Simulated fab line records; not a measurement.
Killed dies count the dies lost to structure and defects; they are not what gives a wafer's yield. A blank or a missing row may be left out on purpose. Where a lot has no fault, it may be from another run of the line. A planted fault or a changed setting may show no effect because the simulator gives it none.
Comparing a struck lot with a sound one ; flow sfq line ; 14 out of 325 route steps
Sound: the wafers L762.3, L762.5, L762.6. Struck: wafers L771.1, L771.5. (L771.2 of the same lot was not struck and is left out.) The cause comes at the end.
Order at every step that has rows: each side's tool, ch and its chambers, its first start. Under that, the readings that differ: sound wafers ; struck wafers ; difference of the means ; sigmas: that difference in standard deviations of wafers without a fault.
alike: readings with means less than 2 such deviations apart, plus words and numbers identical on both sides. not compared: withheld readings, readings lacking a value on some wafer, bounds such as >300 that could conceal the same value, and numbers that have no deviation in the record and whose values overlap.
The two part at a step that has a row with sigmas, a row that says differs or no value, or rows on one side only. Numbers that have no deviation but don't overlap get no sigmas and don't part them. A reading missing from all wafers of one side parts the sides only when that side holds two or more wafers.

first, 2 steps without rows for these wafers: SFQ_TRILAYER_C5_STRIP_SOLV_CLEAN_156 (cleans in NMP, time 600 s); SFQ_TRILAYER_M6_DEP_PRE_CLEAN_158 (time 22.5 s).
SFQ_TRILAYER_M6_DEP_SPUTTER_157: material Nb, target thk 200 nm, time 133.3 s.
  struck on pvd sputter-03, day 77 14:11; sound on pvd sputter-06, day 75 08:13
  alike: throttle valve pct
SFQ_M6_RS_MEAS_938: the measuring method here is four-point-probe.
  struck on film metro-01, day 77 14:17; sound on film metro-02, day 75 08:20
  alike: M6_NB_RS
then, 6 steps without rows for these wafers: SFQ_TRILAYER_M6_LITHO_COAT_164 (resist thk 62 nm); SFQ_TRILAYER_M6_LITHO_COAT_159 (resist thk 600 nm); SFQ_TRILAYER_M6_LITHO_SOFTBAKE_163; SFQ_TRILAYER_M6_LITHO_EXPOSE_160 (exposes mask M6, target cd 500 nm); SFQ_TRILAYER_M6_LITHO_PEB_162 (peb time 60 s); SFQ_TRILAYER_M6_LITHO_DEVELOP_161 (time 60 s).
SFQ_M6_OVL_MEAS_940:
  struck on overlay-02, day 77 19:04; sound on overlay-02, day 75 10:56
  alike: M6_OVL
SFQ_TRILAYER_M6_BARC_OPEN_METAL_ETCH_206: etches BARC in O2, target depth 125 nm, time 41.7 s.
  sound on rie metal-03 ch 0,1, day 75 10:59; struck on rie metal-03 ch 1, day 77 19:06
reading;sound;struck;difference;sigmas
model.KrF_of_TRILAYER_M6_LITHO_COAT_159.thk nm (nm);523.9 523.5 523.1;541.5 541.4;+18.0;
  alike: drypump motor current A, oes product au
  not compared: rf hours counter h
SFQ_TRILAYER_M6_ETCH_METAL_ETCH_162: etches Nb in Cl2/Ar, stops on SiO2, target depth 240 nm, time 120 s.
  sound on rie metal-03 ch 0,1, day 75 11:04; struck on rie metal-03 ch 1, day 77 19:10
reading;sound;struck;difference;sigmas
model.KrF_of_TRILAYER_M6_LITHO_COAT_159.thk nm (nm);382.5 381.7 380.9;397.5 396.7;+15.4;
  alike: drypump motor current A, oes product au
  not compared: rf hours counter h
SFQ_TRILAYER_M6_STRIP_STRIP_163: strips in O2.
  sound on rie metal-03 ch 0,1, day 75 11:21; struck on rie metal-03 ch 1, day 77 19:17
  alike: drypump motor current A, oes product au
  not compared: rf hours counter h

## WHERE THEY PART
Nowhere in this record.

WHY: the cause the simulator had injected
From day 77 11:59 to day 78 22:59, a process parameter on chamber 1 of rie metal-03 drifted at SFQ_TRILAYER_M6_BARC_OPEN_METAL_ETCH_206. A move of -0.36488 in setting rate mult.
